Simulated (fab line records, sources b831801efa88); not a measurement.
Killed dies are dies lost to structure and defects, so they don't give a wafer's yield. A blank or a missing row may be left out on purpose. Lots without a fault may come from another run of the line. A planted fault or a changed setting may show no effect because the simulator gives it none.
One fault seen from 2 desks | flow gf180mcu | each desk has only its own numbers; what lay behind them comes last

THE METROLOGY DESK
What the gauges read, lot by lot, whatever tool the lot ran on: means of the sampled wafers that have a number. A lot is out of limits, marked OUT, if its mean lies more than 4 standard deviations from the usual mean; the brackets give that distance.
Columns: A = cd_nm at GF_CONTACT_CD_MEAS_14, usual 220.0 nm; B = CONTACT_W_RS at GF_CONTACT_RS_MEAS_25, usual 0.379 ohm/sq; C = CONTACT_W_THK at GF_CONTACT_THK_MEAS_26, usual 310 nm
lot  | first seen here | A     | B                | C
L258 | day 16 08:13    | 218.6 | 0.386            | 302
L259 | day 16 20:46    | 219.2 | 0.378            | 309
L260 | day 17 10:51    | 219.9 | 0.383            | 311
L261 | day 17 19:32    | 219.1 | 0.383            | 309
L264 | day 18 17:36    | 217.5 | 0.380            | 309
L267 | day 19 23:14    | 220.0 | 0.372            | 318
L268 | day 20 13:39    | 222.1 | 0.378            | 316
L269 | day 20 23:06    | 219.5 | 0.385            | 309
L270 | day 21 02:09    | 220.3 | 0.415 (+5.2) OUT | 288
L272 | day 21 16:10    | 218.4 | 0.501 (+18) OUT  | 233 (-13) OUT
L274 | day 22 05:32    | 219.8 | 0.442 (+9.1) OUT | 268 (-7.1) OUT
L279 | day 24 00:22    | 222.0 | 0.384            | 302
This desk's finding: out of limits on L270, L272, L274; first on L270, day 21 02:59 (CONTACT_W_RS at GF_CONTACT_RS_MEAS_25). In limits: L258, L259, L260, L261, L264, L267, L268, L269, L279.

THE TOOL OWNER'S DESK: cvd_w-02
The tool's own readings at GF_CONTACT_CVD_24 (deposits W, target thk 300 nm, time 90.339 s): means of the sampled wafers that have a number, for each lot that ran on this tool. A lot is out of limits, marked OUT, if its mean lies more than 4 standard deviations from the usual mean; the brackets give that distance.
Columns: A = heater_power_w at GF_CONTACT_CVD_24, usual 919 W
lot  | first seen here | A
L259 | day 16 21:29    | 1021
L264 | day 18 18:19    | 916
L267 | day 19 23:58    | 907
L268 | day 20 14:22    | 918
L270 | day 21 02:53    | 905
L272 | day 21 16:57    | 910
L274 | day 22 06:14    | 891
This desk's finding: nothing out of limits on any of the 7 lots.

PUT TOGETHER
The metrology desk could have raised an alarm at day 21 02:59, on L270, L272, L274.
The tool owner's desk saw nothing out of limits.
The tool owner's desk has L270, L272, L274 on record, within its limits.
Of the lots named, all ran GF_CONTACT_CVD_24 on cvd_w-02.

WHAT THE SIMULATOR HAD PUT IN
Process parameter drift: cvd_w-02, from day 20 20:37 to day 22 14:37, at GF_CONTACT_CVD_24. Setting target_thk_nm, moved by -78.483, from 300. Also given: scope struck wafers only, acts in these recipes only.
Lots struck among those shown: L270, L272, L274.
Hours from the fault's start to each desk's first reading out of limits: the metrology desk, 6.
